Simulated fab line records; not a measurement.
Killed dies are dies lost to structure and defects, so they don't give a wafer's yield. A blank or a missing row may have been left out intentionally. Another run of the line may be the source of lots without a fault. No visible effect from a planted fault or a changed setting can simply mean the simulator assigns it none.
Which of the tools did it? | flow gf180mcu | 18 wafers sampled from 6 lots at 1 step of a route of 602

WHAT THE GAUGES READ, wafer by wafer
GF_M4_CD_MEAS_14: the cd target is 280 nm.
lot  | measured     | on        | cd-nm (nm)
L116 | day 24 18:13 | cd-sem-01 | 280.5 280.2 282.0
L117 | day 25 05:20 | cd-sem-02 | 280.5 281.2 282.0
L123 | day 27 05:02 | cd-sem-02 | 281.9 281.2 281.2
L129 | day 28 22:00 | cd-sem-02 | 277.5 278.1 278.1
L132 | day 29 15:57 | cd-sem-01 | 279.2 280.7 279.4
L135 | day 30 13:28 | cd-sem-01 | 280.1 279.8 278.9

WHICH TOOL RAN EACH LOT (tool, then ch and the chambers of the sampled wafers, then the start)
The record holds no process step before these readings.

THE ANSWER, worked out from the rows above alone
Rule: usual is defined by the lots themselves. Put in order of their means at a reading, lots are off if they are a third of the lots or fewer, leave a main group of 4 or more, and stand apart from it by a gap of 3 or more times the standard deviation of the main group's means; of several such gaps the widest counts. If all means in a main group match to the digits the tables above print for the reading, that group is not used. A lot without any number at a reading at which 4 lots or more have one is off too. All remaining lots with rows at the step are treated as sound.
Nothing can be told from this: no lot is off at any reading shown.

WHAT HAD BEEN PUT IN BY THE SIMULATOR
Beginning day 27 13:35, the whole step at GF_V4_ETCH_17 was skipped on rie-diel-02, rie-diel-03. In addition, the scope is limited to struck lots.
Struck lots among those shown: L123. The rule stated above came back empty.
